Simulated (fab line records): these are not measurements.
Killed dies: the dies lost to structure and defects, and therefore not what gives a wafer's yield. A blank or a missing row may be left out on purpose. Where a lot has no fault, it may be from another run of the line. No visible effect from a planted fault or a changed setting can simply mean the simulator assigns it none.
A lot that was struck, set against a sound lot -- flow sfq line -- 14 steps out of a route of 325
Sound: these wafers, L912.2, L912.3, L912.5. Struck: wafers L927.2, L927.3. (L927.6 of the same lot was not struck and is left out.) The cause comes at the end.
For every step that has rows: the tool of each side, followed by ch and its chambers, followed by its first start. Under that, the readings that differ: sound wafers -- struck wafers -- difference of the means -- sigmas: that difference in standard deviations of wafers without a fault.
alike: same words and numbers on both sides, and readings whose means sit less than 2 such deviations apart. not compared: any withheld reading, any reading some wafer has no value for, any bound like >300 that may hide the same value, and any number with overlapping values for which the record gives no deviation.
A row with sigmas, a row that says differs or no value, or rows on one side alone: a step with any of these is where the two part. Numbers that have no deviation but don't overlap get no sigmas and don't part them. A reading that every wafer of one side lacks parts them only if that side has two wafers or more.

SFQ_TRILAYER_I4_CMP_CMP_100: polishes SiO2.
  sound on cmp-01 ch 0,1, day 55 11:00; struck on cmp-02 ch 1,3, day 62 07:56
  alike: motor current A, retaining ring pressure frac, time to endpoint s
SFQ_I4_BOW_MEAS_927:
  sound on film metro-04 at day 55 13:31; struck on film metro-01 at day 62 10:28
  alike: I4_BOW
SFQ_TRILAYER_I4_METRO_MEASURE_101:
  sound on film metro-04 at day 55 13:49; struck on film metro-01 at day 62 10:46
  alike: thk nm
then, 6 steps without rows for these wafers: SFQ_TRILAYER_I4_VIA_LITHO_COAT_108 (resist thk 62 nm); SFQ_TRILAYER_I4_VIA_LITHO_COAT_103 (resist thk 650 nm); SFQ_TRILAYER_I4_VIA_LITHO_SOFTBAKE_107; SFQ_TRILAYER_I4_VIA_LITHO_EXPOSE_104 (exposes mask I4, target cd 700 nm); SFQ_TRILAYER_I4_VIA_LITHO_PEB_106 (peb time 60 s); SFQ_TRILAYER_I4_VIA_LITHO_DEVELOP_105 (time 60 s).
-- the record jumps here: 4 days lie between the struck wafers' starts before and after --
SFQ_I4_OVL_MEAS_928:
  sound on overlay-02 at day 60 15:18; struck on overlay-02 at day 66 11:07
  alike: I4_OVL
SFQ_TRILAYER_I4_VIA_BARC_OPEN_VIA_ETCH_146: etches BARC in O2, target depth 125 nm, time 41.7 s.
  sound on rie diel-04 ch 0,1,3, day 60 15:20; struck on rie diel-03 ch 0,1, day 66 11:09
  alike: chamber pressure mTorr, drypump motor current A, oes product au
  not compared: rf hours counter h
SFQ_TRILAYER_I4_VIA_ETCH_VIA_ETCH_106: etches SiO2 in CHF3, stops on Nb, target depth 260 nm.
  sound on rie diel-04 ch 0,1,3, day 60 15:22; struck on rie diel-03 ch 0,1, day 66 11:11
  alike: chamber pressure mTorr, drypump motor current A, oes product au
SFQ_TRILAYER_I4_VIA_STRIP_STRIP_107: strips in O2.
  sound on rie metal-01 ch 0,1, day 60 15:29; struck on rie metal-01 ch 0, day 66 11:19
reading,sound,struck,difference,sigmas
overash fraction,0.65 0.65 0.65,0.39 0.39,-0.26,
  alike: chamber pressure mTorr, drypump motor current A, oes product au, platen temp c
  not compared: rf hours counter h
then, 1 step without rows for these wafers: SFQ_TRILAYER_I4_VIA_STRIP_SOLV_CLEAN_108 (cleans in NMP, time 600 s).

WHERE THEY PART
Nowhere in this record.

WHY: the cause the simulator had injected
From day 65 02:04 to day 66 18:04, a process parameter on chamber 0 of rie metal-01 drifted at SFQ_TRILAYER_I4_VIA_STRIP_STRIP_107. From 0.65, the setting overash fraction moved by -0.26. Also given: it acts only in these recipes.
